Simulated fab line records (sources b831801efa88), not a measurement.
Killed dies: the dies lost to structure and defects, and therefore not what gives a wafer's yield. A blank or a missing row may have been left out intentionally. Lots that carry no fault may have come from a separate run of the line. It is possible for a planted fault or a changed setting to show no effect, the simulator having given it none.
Chamber matching || flow sfq-line || SFQ_TRILAYER_I0_VIA_BARC_OPEN_VIA_ETCH_046 on rie-diel-04: 4 sister chambers
The step etches BARC in O2, target depth 125 nm, time 41.7 s. 4 wafers are shown with their chamber, then 8 later ones without.

== WAFERS WITH THEIR CHAMBER ==
{"wafer": "L999.5", "chamber": 0, "drypump-motor-current-A (A)": 5.47}
{"wafer": "L110.4", "chamber": 2, "drypump-motor-current-A (A)": 5.95}
{"wafer": "L111.1", "chamber": 3, "drypump-motor-current-A (A)": 5.92}
{"wafer": "L115.1", "chamber": 1, "drypump-motor-current-A (A)": 6.06}

== WAFERS WITH NO CHAMBER GIVEN ==
{"wafer": "L115.3", "drypump-motor-current-A (A)": 5.92}
{"wafer": "L115.4", "drypump-motor-current-A (A)": 6.02}
{"wafer": "L117.3", "drypump-motor-current-A (A)": 6.00}
{"wafer": "L117.4", "drypump-motor-current-A (A)": 5.92}
{"wafer": "L117.5", "drypump-motor-current-A (A)": 6.06}
{"wafer": "L118.2", "drypump-motor-current-A (A)": 6.06}
{"wafer": "L118.4", "drypump-motor-current-A (A)": 5.95}
{"wafer": "L118.5", "drypump-motor-current-A (A)": 5.47}

== THE CHAMBER EACH PASSED THROUGH ==
{"wafer": "L115.3", "from the rows above": "can't be placed: 3 or 2", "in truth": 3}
{"wafer": "L115.4", "from the rows above": "can't be placed: 1 or 2", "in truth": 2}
{"wafer": "L117.3", "from the rows above": "can't be placed: 2 or 1 or 3", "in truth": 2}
{"wafer": "L117.4", "from the rows above": "can't be placed: 3 or 2", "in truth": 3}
{"wafer": "L117.5", "from the rows above": 1, "in truth": 1}
{"wafer": "L118.2", "from the rows above": 1, "in truth": 1}
{"wafer": "L118.4", "from the rows above": "can't be placed: 2 or 3", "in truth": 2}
{"wafer": "L118.5", "from the rows above": 0, "in truth": 0}
Placed correctly: 3 of 8. Unplaceable from these rows: 5, with the true chamber sitting among the candidates in 5. Placed wrongly: 0.
How it was worked out, from the rows above alone: a wafer's distance from a chamber is the root of the sum, over the readings, of the square of ((its reading less the chamber's mean) divided by the reading's scatter). The wafer belongs to the nearest chamber; if the next one is less than 2 further off, it can't be placed. The mean given for a chamber averages the wafers shown for that chamber. The scatter (one wafer shown for each chamber): square how far every hidden wafer sits from the nearest shown wafer, average those squares and take the square root.
